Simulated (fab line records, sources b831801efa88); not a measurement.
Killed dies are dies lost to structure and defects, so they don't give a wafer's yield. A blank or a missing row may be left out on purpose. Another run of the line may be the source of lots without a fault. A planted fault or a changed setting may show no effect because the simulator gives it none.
fab line records	flow sky130
record: lots: 14	wafers: 42	last-day: 50
route steps=708 shown LI_CONTACT@381 METAL1@437 VIA1@470
lots that met no fault: taken from a fault-free run of the same line
start-h: the number of hours between the record's first day and the start of the first shown wafer of the lot	wait-h: how many hours have passed since the lot's step before this one	" the same as in the row above	L1.1+2: one row covering several wafers at once	- no value, or no start given	* or withheld: withheld	< > ~ a bound
route shown NAME@n: names a module that has steps shown in the file, with the first one's number in the route	usual: average and standard deviation across the fault-free wafers	same: alike in all rows	chamber/n: place in a boat	sites: the reading at each site	_std_site: how widely they spread, as a standard deviation	_edge_site: the outer-site mean with the inner-site mean subtracted	radius-mm: for every site, how far away it sits from the centre of the wafer	mask NAME#n: copy n	behind: the last tool/chamber to shape the wafer	hold: the reason the lot was held/the length of the hold in hours/how it ended	device: the transistor (n, p or np) that didn't switch	end of line: the same wafers' tests at the end of the route	step lacking rows: just its recipe	killed: not the wafer's yield, but the dies lost to structure and defects at the first sort	map: per-die view of a wafer (x killed, . not killed, _ where there is no die)
set.NAME: the setting that was run; set.NAME@STEP: the one run at that earlier step	model.NAME: the simulator's own value behind a step, which no gauge read
one table for each step of the route and one row for each wafer, over a sample of lots
services: the hour from which a tool's chamber was out of use, counted from the record's first day as start-h (under 0 if before that day), plus the number of hours and why
== steps ==
step: SKY_LI_CONTACT_SPUTTER_19
recipe: material: Ti	target-thk-nm: 20	chamber-pressure-pa: 5	power-w: 2500	substrate-temp-c: 200	time-s: 106.37
usual: cathode-dc-power-W: 2500.0/0.52	chamber-pressure-pa: 5.001/0.0098	throttle-valve-pct: 30.3/1
lot.wafer	tool	chamber	start-h	wait-h	cathode-dc-power-W	chamber-pressure-pa	throttle-valve-pct
L706.1	pvd-sputter-04	-	681.71	0.0	2501.2	5.006	28.2
L706.3	"	-	"	"	2500.6	5.013	29.4
L706.5	"	-	"	"	2500.3	4.991	28.4
L710.2	pvd-sputter-02	-	712.96	0.0	2500.1	5.014	32.3
L710.3	"	-	"	"	2500.4	5.006	30.6
L710.4	"	-	"	"	2499.6	5.013	32.0
L712.4	pvd-sputter-03	-	736.08	0.0	2500.0	4.990	29.9
L712.5	"	-	"	"	2500.0	4.995	29.6
L712.6	"	-	"	"	2500.7	5.004	30.6
L714.2	pvd-sputter-03	-	746.59	0.0	2499.4	5.011	30.9
L714.4	"	-	"	"	2500.6	4.990	29.9
L714.5	"	-	"	"	2500.7	5.016	29.9
L715.4	pvd-sputter-04	-	747.89	0.0	2500.7	5.004	31.7
L715.5	"	-	"	"	2499.6	5.006	31.6
L715.6	"	-	"	"	2499.8	4.987	29.3
L716.3	pvd-sputter-03	-	760.34	0.0	2500.3	4.995	29.8
L716.4	"	-	"	"	2500.2	4.993	29.7
L716.6	"	-	"	"	2499.7	4.992	30.5
L720.3	pvd-sputter-03	-	787.69	0.0	2500.6	5.006	30.7
L720.4	"	-	"	"	2500.2	5.007	30.1
L720.6	"	-	"	"	2499.7	5.005	31.1
L722.3	pvd-sputter-04	-	799.76	0.0	2499.0	5.000	29.2
L722.4	"	-	"	"	2499.8	5.011	31.2
L722.5	"	-	"	"	2499.9	5.008	29.7
L723.1	pvd-sputter-02	-	811.11	0.0	2499.3	5.001	29.3
L723.4	"	-	"	"	2499.7	4.998	30.9
L723.5	"	-	"	"	2500.0	4.991	29.1
L724.4	pvd-sputter-03	-	819.89	0.0	2500.1	4.993	29.9
L724.5	"	-	"	"	2500.8	5.008	29.7
L724.6	"	-	"	"	2500.1	5.001	30.6
L725.1	pvd-sputter-03	-	827.34	0.0	2500.1	5.022	29.7
L725.3	"	-	"	"	2499.4	5.000	30.6
L725.4	"	-	"	"	2499.4	5.012	30.0
L726.1	pvd-sputter-04	-	828.59	0.0	2500.2	4.997	31.0
L726.2	"	-	"	"	2499.6	4.989	28.4
L726.4	"	-	"	"	2500.4	5.019	31.5
L727.1	pvd-sputter-03	-	838.61	0.0	2500.2	5.003	29.9
L727.5	"	-	"	"	2500.0	5.016	29.6
L727.6	"	-	"	"	2500.3	5.018	29.9
L729.2	pvd-sputter-02	-	853.29	0.0	2500.0	4.998	29.6
L729.4	"	-	"	"	2499.7	5.020	32.1
L729.5	"	-	"	"	2499.7	4.996	29.8
step: SKY_METAL1_SPUTTER_03
recipe: material: Ti	target-thk-nm: 5	power-w: 3000	time-s: 3.3	chamber-pressure-pa: 0.4
usual: cathode-dc-power-W: 3000.0/0.61	chamber-pressure-pa: 0.4000/0.00085	throttle-valve-pct: 30.4/1.1
lot.wafer	tool	chamber	start-h	wait-h	cathode-dc-power-W	chamber-pressure-pa	throttle-valve-pct
L706.1	pvd-sputter-01	-	740.43	0.0	2999.5	0.3991	30.5
L706.3	"	-	"	"	2999.1	0.3998	28.4
L706.5	"	-	"	"	2999.5	0.4000	30.3
L710.2	pvd-sputter-01	-	771.22	0.0	3000.4	0.4001	31.5
L710.3	"	-	"	"	2999.7	0.3998	32.1
L710.4	"	-	"	"	2999.4	0.4012	30.4
L712.4	pvd-sputter-01	-	793.10	0.0	3000.4	0.4008	32.4
L712.5	"	-	"	"	2999.6	0.3997	28.3
L712.6	"	-	"	"	3000.9	0.4000	31.6
L714.2	pvd-sputter-01	-	803.74	0.0	2999.8	0.3998	28.2
L714.4	"	-	"	"	3001.1	0.3997	30.6
L714.5	"	-	"	"	3000.3	0.4000	32.0
L715.4	pvd-sputter-01	-	804.66	0.0	-	-	-
L715.5	"	-	"	"	-	-	-
L715.6	"	-	"	"	-	-	-
L716.3	pvd-sputter-01	-	817.62	0.0	-	-	-
L716.4	"	-	"	"	-	-	-
L716.6	"	-	"	"	-	-	-
L720.3	pvd-sputter-03	-	843.80	0.0	2998.8	0.4004	30.0
L720.4	"	-	"	"	3000.2	0.3994	31.2
L720.6	"	-	"	"	3000.5	0.4000	29.8
L722.3	pvd-sputter-03	-	856.11	0.0	3000.7	0.3998	31.0
L722.4	"	-	"	"	3000.4	0.3998	30.0
L722.5	"	-	"	"	3000.8	0.3983	30.2
L723.1	pvd-sputter-04	-	867.65	0.0	2998.8	0.3995	28.3
L723.4	"	-	"	"	3000.9	0.4002	31.0
L723.5	"	-	"	"	3000.2	0.4003	31.5
L724.4	pvd-sputter-04	-	876.37	0.0	2999.9	0.4007	31.0
L724.5	"	-	"	"	2999.4	0.3996	28.4
L724.6	"	-	"	"	2999.4	0.3995	31.3
L725.1	pvd-sputter-01	-	883.92	0.0	3000.6	0.3978	31.4
L725.3	"	-	"	"	3000.0	0.4003	28.6
L725.4	"	-	"	"	3001.1	0.4000	30.5
L726.1	pvd-sputter-03	-	884.96	0.0	3000.0	0.4009	29.9
L726.2	"	-	"	"	2999.7	0.4003	29.9
L726.4	"	-	"	"	3000.3	0.4010	30.6
L727.1	pvd-sputter-01	-	893.91	0.0	3000.6	0.4005	31.3
L727.5	"	-	"	"	2999.1	0.4007	31.4
L727.6	"	-	"	"	2999.7	0.3998	30.6
L729.2	pvd-sputter-04	-	907.77	0.0	3000.2	0.4004	29.5
L729.4	"	-	"	"	2999.7	0.4000	31.4
L729.5	"	-	"	"	3000.6	0.4004	31.2
step: SKY_VIA1_CD_MEAS_12
recipe: target-cd-nm: 150
usual: cd-nm: 150.0/1.4
lot.wafer	tool	chamber	start-h	wait-h	cd-nm
L706.1	cd-sem-01	-	794.66	-	149.9
L706.3	"	-	"	"	151.6
L706.5	"	-	"	"	150.0
L710.2	cd-sem-02	-	825.40	-	149.2
L710.3	"	-	"	"	149.7
L710.4	"	-	"	"	149.9
L712.4	cd-sem-02	-	848.17	-	149.3
L712.5	"	-	"	"	146.9
L712.6	"	-	"	"	148.0
L714.2	cd-sem-01	-	858.12	-	150.1
L714.4	"	-	"	"	151.2
L714.5	"	-	"	"	149.2
L720.3	cd-sem-02	-	896.80	-	149.9
L720.4	"	-	"	"	150.0
L720.6	"	-	"	"	149.9
L722.3	cd-sem-01	-	908.97	-	148.0
L722.4	"	-	"	"	149.5
L722.5	"	-	"	"	149.0
L723.1	cd-sem-02	-	918.96	-	148.8
L723.4	"	-	"	"	150.6
L723.5	"	-	"	"	149.1
L724.4	cd-sem-01	-	927.99	-	149.2
L724.5	"	-	"	"	149.0
L724.6	"	-	"	"	148.3
L725.1	cd-sem-01	-	936.23	-	148.1
L725.3	"	-	"	"	149.0
L725.4	"	-	"	"	147.4
L726.1	cd-sem-01	-	936.76	-	150.5
L726.2	"	-	"	"	152.5
L726.4	"	-	"	"	151.9
L727.1	cd-sem-01	-	946.16	-	152.3
L727.5	"	-	"	"	151.7
L727.6	"	-	"	"	152.3
L729.2	cd-sem-02	-	957.92	-	150.5
L729.4	"	-	"	"	150.4
L729.5	"	-	"	"	152.0
step: SKY_VIA1_SPUTTER_20
recipe: material: TiN	target-thk-nm: 20	chamber-pressure-pa: 5	power-w: 4000	time-s: 80
usual: cathode-dc-power-W: 4000.0/0.68	chamber-pressure-pa: 5.001/0.0093	throttle-valve-pct: 30.4/0.99
lot.wafer	tool	chamber	start-h	wait-h	cathode-dc-power-W	chamber-pressure-pa	throttle-valve-pct
L706.1	pvd-sputter-02	-	795.49	0.0	3999.3	4.994	32.0
L706.3	"	-	"	"	3999.4	5.011	29.3
L706.5	"	-	"	"	4001.2	5.003	32.2
L710.2	pvd-sputter-02	-	826.22	0.0	4000.0	5.004	30.8
L710.3	"	-	"	"	3998.9	4.998	29.3
L710.4	"	-	"	"	3999.8	5.005	29.6
L712.4	pvd-sputter-02	-	848.96	0.0	4000.0	4.989	30.6
L712.5	"	-	"	"	4000.7	5.002	29.2
L712.6	"	-	"	"	4000.0	5.006	32.1
L714.2	pvd-sputter-04	-	858.95	0.0	4001.1	5.002	31.7
L714.4	"	-	"	"	3999.6	4.991	31.1
L714.5	"	-	"	"	3999.5	5.011	30.9
L720.3	pvd-sputter-03	-	897.60	0.0	3999.3	4.986	30.0
L720.4	"	-	"	"	4000.4	4.984	30.1
L720.6	"	-	"	"	4000.7	4.997	31.1
L722.3	pvd-sputter-03	-	909.83	0.0	3999.8	5.004	31.4
L722.4	"	-	"	"	4000.4	5.003	29.5
L722.5	"	-	"	"	4000.6	4.992	31.3
L723.1	pvd-sputter-04	-	919.80	0.0	3999.8	5.000	31.5
L723.4	"	-	"	"	3999.8	4.991	29.6
L723.5	"	-	"	"	3999.8	5.003	31.4
L724.4	pvd-sputter-02	-	928.77	0.0	3999.9	5.001	32.2
L724.5	"	-	"	"	3999.7	4.999	29.5
L724.6	"	-	"	"	3999.9	5.002	30.8
L725.1	pvd-sputter-04	-	937.12	0.0	3999.4	5.007	31.0
L725.3	"	-	"	"	4001.1	5.005	31.5
L725.4	"	-	"	"	3999.9	5.012	28.6
L726.1	pvd-sputter-02	-	937.68	0.0	4000.0	5.007	31.9
L726.2	"	-	"	"	4000.6	4.998	29.5
L726.4	"	-	"	"	4000.0	5.012	31.0
L727.1	pvd-sputter-04	-	947.04	0.0	4000.5	5.007	31.1
L727.5	"	-	"	"	3998.8	5.022	31.4
L727.6	"	-	"	"	3999.5	5.013	28.2
L729.2	pvd-sputter-02	-	958.73	0.0	3999.7	4.978	29.5
L729.4	"	-	"	"	4000.2	4.989	29.3
L729.5	"	-	"	"	4000.5	4.998	30.6
== services ==
tool	chamber	start-h	hours	kind
pvd-sputter-03	-	706.65	4.3	repair
pvd-sputter-02	-	725.27	4.5	repair
pvd-sputter-01	-	743.41	2.3	repair
pvd-sputter-03	-	777.55	8.3	repair
pvd-sputter-03	-	791.39	2.1	repair
pvd-sputter-01	-	856.86	5.8	repair
pvd-sputter-04	-	911.24	1.8	repair
pvd-sputter-03	-	920.58	4.2	repair
pvd-sputter-02	-	939.99	5.9	repair
== key ==
first-sign: step: SKY_METAL1_SPUTTER_03	reading: tool-record	direction: missing
effect none on later readings
met-at SKY_METAL1_SPUTTER_03
struck-lots L715,L716
later-rows-left-out L715.4,L715.5,L715.6,L716.3,L716.4,L716.6
sort-left-out L715.4,L715.5,L715.6,L716.3,L716.4,L716.6
not-acting-at SKY_LI_CONTACT_SPUTTER_19,SKY_VIA1_CD_MEAS_12,SKY_VIA1_SPUTTER_20
onset-between 803.74 804.66
fault: kind: skipped-step-whole	tool: pvd-sputter-01	chamber: -	onset-h: 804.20	steps: SKY_METAL1_SPUTTER_03	scope: struck-lots-only
sort-left-out: the simulated sort isn't trusted on such a fault, so these wafers' sort isn't shown, and their yield isn't known
later-rows-left-out: the simulator's readings of these wafers behind a module that went badly wrong aren't trusted and aren't shown, but for the sort
